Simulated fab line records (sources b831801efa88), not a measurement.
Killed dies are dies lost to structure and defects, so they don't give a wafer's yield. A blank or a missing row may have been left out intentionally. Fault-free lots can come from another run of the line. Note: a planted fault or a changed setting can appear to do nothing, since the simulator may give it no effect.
Struck lot and sound lot, side by side || flow sky130 || 15 steps out of a route of 708
Sound: these wafers, L566.2, L566.3, L566.6. Wafers L565.2, L565.5, L565.6 were the ones struck. At the end, the cause is stated.
Order at every step that has rows: each side's tool, ch and its chambers, its first start. Under that, the readings that differ: sound wafers || struck wafers || difference of the means || sigmas: that difference in standard deviations of wafers without a fault.
alike: readings with means less than 2 such deviations apart, plus words and numbers identical on both sides. not compared: withheld readings, readings lacking a value on some wafer, bounds such as >300 that could conceal the same value, and numbers that have no deviation in the record and whose values overlap.
A row with sigmas, a row that says differs or no value, or rows on one side alone: a step with any of these is where the two part. Numbers that have no deviation but don't overlap get no sigmas and don't part them. A reading that every wafer of one side lacks parts them only if that side has two wafers or more.

first, 1 step without rows for these wafers: SKY_SONOS_ONO_OXIDATION_00 (stabilise 600 s, purge 300 s, target thk 2.6 nm).
SKY_SONOS_ONO_THK_MEAS_01:
  struck on film_metro-03, day 13 17:23; sound on film_metro-02, day 13 23:23
  alike: SONOS_ONO_OXIDATION_THK
then, 1 step without rows for these wafers: SKY_SONOS_ONO_CVD_02 (deposits Si3N4 from DCS/NH3, target thk 10.5 nm, time 180 s).
SKY_SONOS_ONO_THK_MEAS_03:
  struck on film_metro-01, day 13 20:40; sound on film_metro-01, day 14 00:29
  alike: SONOS_ONO_CVD_02_THK
then, 1 step without rows for these wafers: SKY_SONOS_ONO_CVD_04 (deposits SiO2 from SiH4/N2O, target thk 5.7199 nm).
-- the record jumps here: 3 days lie between the struck wafers' starts before and after --
SKY_SONOS_ONO_THK_MEAS_05:
  struck on film_metro-02, day 16 18:23; sound on film_metro-03, day 16 18:23
{"reading": "SONOS_ONO_CVD_04_THK (nm)", "sound": "5.76 5.73 5.86", "struck": "5.97 6.01 6.08", "difference": "+0.24", "sigmas": "+2"}
then, 6 steps without rows for these wafers: SKY_SONOS_ONO_DEHYDRATE_06 (time 60 s); SKY_SONOS_ONO_HMDS_07 (prime time 60 s); SKY_SONOS_ONO_COAT_08 (resist thk 1140 nm); SKY_SONOS_ONO_SOFTBAKE_09 (time 60 s); SKY_SONOS_ONO_EXPOSE_10 (exposes mask ONOM, target cd 410 nm); SKY_SONOS_ONO_PEB_11.
SKY_SONOS_ONO_DEVELOP_12: develop time 60 s.
  sound on litho_track-02 ch 0, day 17 23:01; struck on litho_track-04 ch 0, day 17 22:52
{"reading": "developer_temp_C (C)", "sound": "23.05 23.02 23.01", "struck": "23.89 23.80 23.82", "difference": "+0.81", "sigmas": "+7"}
  alike: chill_plate_temp_C
SKY_SONOS_ONO_CD_MEAS_13: the cd target is 410 nm.
  struck on cd_sem-02, day 17 23:01; sound on cd_sem-01, day 17 23:10
  alike: cd_nm
-- here the record skips 32 days between the struck wafers' starts before and after, leaving off in module SONOS_ONO and picking up in module PAD_OPEN (first step shown: number 708 of the route) --
SKY_PAD_OPEN_PROBE_99:
  struck on prober-02, day 49 16:15; sound on prober-02, day 49 17:45
  alike: killed_at_M0_to_M3, killed_at_M4_up, killed_at_contacts, killed_at_front_end, killed_at_other, killed_dies, killed_on_rim, killed_open, killed_short

## WHERE THEY PART
First at SKY_SONOS_ONO_THK_MEAS_05; last, within this record, at SKY_SONOS_ONO_DEVELOP_12. Later steps at which nothing parts them and some readings are alike: SKY_SONOS_ONO_CD_MEAS_13, SKY_PAD_OPEN_PROBE_99.

WHY: what the simulator had put in
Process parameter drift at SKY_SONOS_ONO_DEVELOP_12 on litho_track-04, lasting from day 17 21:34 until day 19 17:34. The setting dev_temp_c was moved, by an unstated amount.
